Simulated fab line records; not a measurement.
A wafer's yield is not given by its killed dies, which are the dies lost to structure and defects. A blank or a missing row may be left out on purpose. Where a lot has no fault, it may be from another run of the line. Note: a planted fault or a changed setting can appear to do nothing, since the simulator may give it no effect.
A struck lot beside a sound one ; flow sky130 ; 35 out of 708 route steps
Sound: the wafers L280.2, L280.3, L280.5. Struck: wafer L287.6; the same lot's L287.5 was not struck, so it is left out; see the end for the cause.
For every step that has rows: the tool of each side, followed by ch and its chambers, followed by its first start. Under that, the readings that differ: sound wafers ; struck wafers ; difference of the means ; sigmas: that difference in standard deviations of wafers without a fault.
alike: same words and numbers on both sides, and readings whose means sit less than 2 such deviations apart. not compared: any withheld reading, any reading some wafer has no value for, any bound like >300 that may hide the same value, and any number with overlapping values for which the record gives no deviation.
Wherever a step has rows on one side only, a row that says differs or no value, or a row with sigmas, the two part there. Non-overlapping numbers with no deviation appear without sigmas and do not part them. A reading missing from all wafers of one side parts the sides only when that side holds two or more wafers.

first, 10 steps without rows for these wafers: SKY_POLY_CUT_ETCH_10 (etches BARC in N2/H2, stops on SiO2, time 45.9 s, target depth 60 nm); SKY_POLY_CUT_ETCH_11 (etches Si3N4 in CF4/CH2F2/Ar, stops on poly-Si, time 42.5 s, target depth 60 nm); SKY_POLY_CUT_STRIP_12 (strips in O2/N2); SKY_SD_P_DEHYDRATE_00 (time 60 s); SKY_SD_P_HMDS_01 (prime time 60 s); SKY_SD_P_COAT_02 (resist thk 1140 nm); SKY_SD_P_SOFTBAKE_03 (time 60 s); SKY_SD_P_EXPOSE_04 (exposes mask PSDM, target cd 380 nm); SKY_SD_P_PEB_05; SKY_SD_P_DEVELOP_06 (develop time 60 s).
SKY_SD_P_IMPLANT_09:
  sound on implanter-03 ch 0, day 28 11:55; struck on implanter-03 ch 0, day 30 16:04
SKY_SD_P_STRIP_10: strips in O2/N2.
  sound on plasmaAsher-01 ch 0,1, day 28 12:03; struck on plasmaAsher-03 ch 0, day 30 16:10
reading;sound;struck;difference;sigmas
stripTimeToEndpointS (s);17.51 17.52 17.53;17.14;-0.38;-9
  alike: drypumpMotorCurrentA, o2FlowSccm, oesProductAu
  not compared: rfHoursCounterH
then, 21 steps without rows for these wafers: SKY_RES_XHIGH_DEHYDRATE_00 (time 60 s); SKY_RES_XHIGH_HMDS_01 (prime time 60 s); SKY_RES_XHIGH_COAT_02 (resist thk 1140 nm); SKY_RES_XHIGH_SOFTBAKE_03 (time 60 s); SKY_RES_XHIGH_EXPOSE_04 (exposes mask URPM, target cd 1270 nm); SKY_RES_XHIGH_PEB_05; SKY_RES_XHIGH_DEVELOP_06 (develop time 60 s); SKY_RES_XHIGH_IMPLANT_07; SKY_RES_XHIGH_STRIP_08 (strips in O2/N2); SKY_SD_N_DEHYDRATE_00 (time 60 s); SKY_SD_N_HMDS_01 (prime time 60 s); SKY_SD_N_COAT_02 (resist thk 1140 nm); SKY_SD_N_SOFTBAKE_03 (time 60 s); SKY_SD_N_EXPOSE_04 (exposes mask NSDM, target cd 380 nm); SKY_SD_N_PEB_05; SKY_SD_N_DEVELOP_06 (develop time 60 s); SKY_SD_N_IMPLANT_09; SKY_SD_N_IMPLANT_10; SKY_SD_N_STRIP_11 (strips in O2/N2); SKY_SD_N_CLEAN_13 (cleans in SC1/SC2, time 150 s); SKY_SD_N_RTA_14 (time 2 s).
-- the record jumps here: 2 days lie between the struck wafers' starts before and after --
SKY_SD_N_RS_MEAS_17: measures by four-point-probe.
  sound: filmMetro-02 at day 30 20:17; struck: filmMetro-02 at day 32 23:02
reading;sound;struck;difference;sigmas
SD_P_RS (ohm/sq);146.8 146.3 147.0;149.7;+3.0;+10
-- the record jumps here: 16 days lie between the struck wafers' starts before and after (it left off in module SD_N and takes up again in module PAD_OPEN, whose first step shown is number 708 of the route) --
SKY_PAD_OPEN_PROBE_99:
  sound: prober-01 at day 47 22:05; struck: prober-02 at day 49 06:13
reading;sound;struck;difference;sigmas
killedAtFrontEnd;15 17 14;25;+10;+2
model.etest.liconHighPo.rcOhm;356.3 366.2 382.5;592.4;+224.1;
model.etest.resHighPo.lineOhmUm;749 791.5 770.1;964.6;+194.4;
model.etest.resPdiff.lineOhmUm;1349 1357 1385;1547;+183;
model.etest.pfet_01v8.rOnOhmUm;2845 2824 2836;3058;+223;
model.etest.resHighPo.rsOhmSqRange;6.573 7.644 4.864;100.1;+93.7;
model.etest.resHighPo.rsOhmSq;261.9 270.4 271.4;343.2;+75.3;
model.etest.liconPdiff.rcOhm;590.1 609 616.2;647;+42;
model.etest.resHighPo.rsOhmSqRimLessCentre;-2.091 -3.553 -2.097;-30.92;-28.34;
  alike: killed_at_M0_to_M3, killed_at_M4_up, killedAtContacts, killedAtOther, killedDies, killedOnRim, killedOpen, killedShort

WHERE THEY PART
First at SKY_SD_P_STRIP_10; last, within this record, at SKY_PAD_OPEN_PROBE_99.

WHY: what the simulator had put in
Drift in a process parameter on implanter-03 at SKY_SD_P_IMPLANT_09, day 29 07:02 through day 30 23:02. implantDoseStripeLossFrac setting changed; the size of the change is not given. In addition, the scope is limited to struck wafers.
